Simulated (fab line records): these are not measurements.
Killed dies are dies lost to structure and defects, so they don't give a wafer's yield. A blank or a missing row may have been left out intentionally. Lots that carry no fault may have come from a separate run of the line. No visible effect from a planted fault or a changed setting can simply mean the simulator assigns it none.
Which tool was responsible? -- flow gf180mcu -- 12 lots, 35 wafers sampled, at 5 steps of a route of 602

## WHAT THE GAUGES SHOWED, per wafer
GF_V2_OVL_MEAS_15.
lot,measured,on,V2_OVL (nm)
L907,day 21 02:30,overlay-02,1 -6 2
L908,day 21 03:19,overlay-01,6 1 -1
L910,day 21 07:51,overlay-02,6 3 0
L911,day 21 10:16,overlay-01,-3 -2 -2
L912,day 21 18:13,overlay-01,4 -4 -2
L913,day 22 03:42,overlay-01,-11 -8 -13
L915,day 22 20:27,overlay-01,-2 -11 -2
L916,day 23 00:55,overlay-02,2 2 0
L918,day 23 15:37,overlay-02,-4 -3 0
L926,day 26 15:03,overlay-01,-2 1
L927,day 26 21:25,overlay-01,9 0 0
L929,day 27 12:10,overlay-02,2 -4 1

GF_M3_THK_MEAS_06: measures by xrf.
lot,measured,on,M3_ALCU_THK (nm)
L907,day 21 04:14,filmMetro-03,462 448 448
L908,day 21 05:07,filmMetro-01,451 448 445
L910,day 21 10:05,filmMetro-03,448 458 454
L911,day 21 12:00,filmMetro-04,448 458 447
L912,day 21 19:57,filmMetro-03,447 447 446
L913,day 22 05:26,filmMetro-04,447 463 461
L915,day 22 22:11,filmMetro-01,456 465 462
L916,day 23 02:40,filmMetro-04,447 443 448
L918,day 23 17:22,filmMetro-01,449 465 457
L926,day 26 16:47,filmMetro-03,433 449
L927,day 26 23:11,filmMetro-04,445 432 449
L929,day 27 13:56,filmMetro-04,457 448 459

## WHICH TOOL RAN EACH LOT (tool, then ch and the chambers of the sampled wafers, then the start)
lot,GF_V2_ETCH_16,GF_V2_STRIP_18,GF_M3_SPUTTER_04
L907,"rieDiel-01 ch 0,2,3, day 21 02:32","plasmaAsher-01 ch 1, day 21 02:40","pvdSputter-04, day 21 04:04"
L908,"rieDiel-01 ch 0,1,3, day 21 03:20","plasmaAsher-02 ch 0,1, day 21 03:28","pvdSputter-03, day 21 04:57"
L910,"rieDiel-04 ch 0,2, day 21 07:53","plasmaAsher-04 ch 0,1, day 21 08:01","pvdSputter-03, day 21 09:55"
L911,"rieDiel-02 ch 0,1,3, day 21 10:17","plasmaAsher-02 ch 0,1, day 21 10:27","pvdSputter-03, day 21 11:49"
L912,"rieDiel-04 ch 1,2, day 21 18:14","plasmaAsher-02 ch 0,1, day 21 18:24","pvdSputter-03, day 21 19:46"
L913,"rieDiel-04 ch 0,1,3, day 22 03:44","plasmaAsher-01 ch 0,1, day 22 03:52","pvdSputter-04, day 22 05:16"
L915,"rieDiel-04 ch 0,1,2, day 22 20:29","plasmaAsher-01 ch 0,1, day 22 20:37","pvdSputter-04, day 22 22:01"
L916,"rieDiel-01 ch 0,1,2, day 23 00:56","plasmaAsher-01 ch 0, day 23 01:04","pvdSputter-03, day 23 02:30"
L918,"rieDiel-02 ch 0,1,3, day 23 15:39","plasmaAsher-02 ch 0,1, day 23 15:48","pvdSputter-04, day 23 17:10"
L926,"rieDiel-04 ch 0, day 26 15:05","plasmaAsher-02 ch 0,1, day 26 15:13","pvdSputter-03, day 26 16:38"
L927,"rieDiel-01 ch 0,2,3, day 26 21:26","plasmaAsher-01 ch 0,1, day 26 21:34","pvdSputter-03, day 26 23:01"
L929,"rieDiel-02 ch 1,2,3, day 27 12:11","plasmaAsher-02 ch 0,1, day 27 12:21","pvdSputter-04, day 27 13:46"
- GF_V2_ETCH_16: etches BARC in N2/H2.
- GF_V2_STRIP_18: strips in O2/N2.
- GF_M3_SPUTTER_04: material TiN, target thk 50 nm, time 41.7 s.

## AS READ BY THE TOOLS THEMSELVES (means over the sampled wafers that have a number; for cases with no such wafer, the mark the record gives instead)
GF_V2_ETCH_16.
lot,tool,drypumpMotorCurrentA (A),oesProductAu (a.u.),throttleValvePct (%)
L907,rieDiel-01,6.0,0.858,13.226
L908,rieDiel-01,5.9,0.860,13.232
L910,rieDiel-04,5.5,0.855,13.239
L911,rieDiel-02,5.6,0.856,13.227
L912,rieDiel-04,6.1,0.852,13.225
L913,rieDiel-04,5.5,0.858,13.231
L915,rieDiel-04,5.8,0.853,13.231
L916,rieDiel-01,6.0,0.852,13.226
L918,rieDiel-02,5.6,0.860,13.221
L926,rieDiel-04,5.0,0.852,13.220
L927,rieDiel-01,6.0,0.855,13.223
L929,rieDiel-02,5.5,0.856,13.226

GF_V2_STRIP_18.
lot,tool,drypumpMotorCurrentA (A),heaterPowerW (W),oesProductAu (a.u.)
L907,plasmaAsher-01,5.0,291,0.593
L908,plasmaAsher-02,6.1,355,0.595
L910,plasmaAsher-04,5.9,322,0.599
L911,plasmaAsher-02,6.1,390,0.591
L912,plasmaAsher-02,6.1,362,0.593
L913,plasmaAsher-01,5.1,296,0.589
L915,plasmaAsher-01,5.0,296,0.591
L916,plasmaAsher-01,5.2,313,0.593
L918,plasmaAsher-02,6.1,389,0.590
L926,plasmaAsher-02,6.1,375,0.589
L927,plasmaAsher-01,5.0,302,0.592
L929,plasmaAsher-02,6.1,359,0.595

GF_M3_SPUTTER_04.
lot,tool,throttleValvePct (%)
L907,pvdSputter-04,30.1
L908,pvdSputter-03,31.0
L910,pvdSputter-03,31.1
L911,pvdSputter-03,31.5
L912,pvdSputter-03,31.4
L913,pvdSputter-04,30.7
L915,pvdSputter-04,30.5
L916,pvdSputter-03,29.4
L918,pvdSputter-04,30.6
L926,pvdSputter-03,31.9
L927,pvdSputter-03,31.3
L929,pvdSputter-04,30.7

## THE ANSWER, worked out from the rows above alone
Rule: what is usual is taken from the lots themselves. The widest of any qualifying gaps counts: lots, ordered by their means at a reading, are off when they make up no more than a third of the lots, leave a main group of 4 or more, and stand apart from it by 3 or more times the standard deviation of that group's means. A main group is skipped when, at the precision printed for the reading in the tables above, its means are all equal. Also off: a lot with no number at a reading for which 4 or more lots have one. The other lots that the step has rows for count as sound. The gauges are gone through in route order, then the tools' own readings, and for those a lot's mean is taken as printed above. At the first step where some lot is off, the reading lying furthest off is the one used; lots without a number count as furthest.
None of the lots is off at any reading shown; this tells nothing.

## WHAT THE SIMULATOR HAD INSERTED
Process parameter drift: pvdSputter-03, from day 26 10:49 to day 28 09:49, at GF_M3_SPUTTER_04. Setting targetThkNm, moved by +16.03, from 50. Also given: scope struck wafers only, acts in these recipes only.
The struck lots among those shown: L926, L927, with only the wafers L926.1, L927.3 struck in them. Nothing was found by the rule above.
